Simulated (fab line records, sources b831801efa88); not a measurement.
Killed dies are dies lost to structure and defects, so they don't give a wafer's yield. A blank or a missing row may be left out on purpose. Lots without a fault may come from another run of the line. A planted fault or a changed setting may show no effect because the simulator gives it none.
Which tool did it? | flow sky130 | 12 lots, 36 wafers sampled, at 3 steps of a route of 708

WHAT THE GAUGES READ, wafer by wafer
SKY_LDD_HVP_OVL_MEAS_07.
lot  | measured     | on         | LDD_HVP_OVL (nm)
L075 | day 21 22:43 | overlay-02 | 0.8 -0.3 1.1
L077 | day 23 04:56 | overlay-02 | 0.5 0.6 0.0
L079 | day 23 22:58 | overlay-01 | 0.7 1.3 1.7
L081 | day 24 20:50 | overlay-01 | -1.2 -0.8 -0.9
L083 | day 25 12:28 | overlay-01 | 2.2 3.1 1.2
L085 | day 26 05:35 | overlay-02 | 0.0 -1.0 1.0
L087 | day 26 20:18 | overlay-01 | -1.2 1.0 0.2
L089 | day 27 05:52 | overlay-02 | -2.1 -1.3 -2.1
L091 | day 28 07:39 | overlay-02 | -1.0 -1.1 -1.6
L093 | day 28 15:49 | overlay-01 | -1.3 -1.3 -1.1
L095 | day 29 07:55 | overlay-01 | 1.1 0.8 2.3
L097 | day 29 23:40 | overlay-01 | 0.9 1.0 0.9

WHICH TOOL RAN EACH LOT (tool, then ch and the chambers of the sampled wafers, then the start)
lot  | SKY_FIELD_ISO_ETCH_17           | SKY_SONOS_ONO_ETCH_15
L075 | rie_si-01 ch 2,3, day 2 09:51   | rie_diel-02 ch 0,1, day 12 23:55
L077 | rie_si-01 ch 2,3, day 2 21:57   | rie_diel-04 ch 0,1,3, day 14 00:01
L079 | rie_si-01 ch 2,3, day 3 08:43   | rie_diel-01 ch 1,2, day 14 10:01
L081 | rie_si-01 ch 0,1,2, day 3 22:01 | rie_diel-02 ch 0,1,3, day 15 09:00
L083 | rie_si-01 ch 0,1, day 4 03:36   | rie_diel-02 ch 1,2,3, day 15 18:26
L085 | rie_si-02 ch 0,2, day 4 17:16   | rie_diel-01 ch 1,2, day 16 18:52
L087 | rie_si-02 ch 1,2, day 5 02:03   | rie_diel-04 ch 0,3, day 17 09:10
L089 | rie_si-01 ch 0,1,2, day 5 10:55 | rie_diel-04 ch 0,1,2, day 17 17:07
L091 | rie_si-02 ch 0,1,2, day 5 21:03 | rie_diel-02 ch 0,3, day 18 18:25
L093 | rie_si-01 ch 0,1, day 6 10:43   | rie_diel-01 ch 0,2,3, day 19 07:11
L095 | rie_si-02 ch 2,3, day 6 20:03   | rie_diel-02 ch 0,1,3, day 20 00:01
L097 | rie_si-01 ch 0,2,3, day 7 04:01 | rie_diel-01 ch 2,3, day 20 15:46
- SKY_FIELD_ISO_ETCH_17: etches Si in HBr/Cl2/O2, target depth 342 nm, time 97.7 s.
- SKY_SONOS_ONO_ETCH_15: etches the open film in CHF3/O2, target depth 19.52 nm, time 7.8 s.

THE ANSWER, worked out from the rows above alone
Rule: what is usual is taken from the lots themselves. Put in order of their means at a reading, lots are off if they are a third of the lots or fewer, leave a main group of 4 or more, and stand apart from it by a gap of 3 or more times the standard deviation of the main group's means; of several such gaps the widest counts. A main group whose means are all the same, to the digits that the tables above print for the reading, isn't used. A lot without any number at a reading at which 4 lots or more have one is off too. The other lots that the step has rows for count as sound.
No lot is off at any reading shown: from this, nothing can be told.

WHAT THE SIMULATOR HAD PUT IN
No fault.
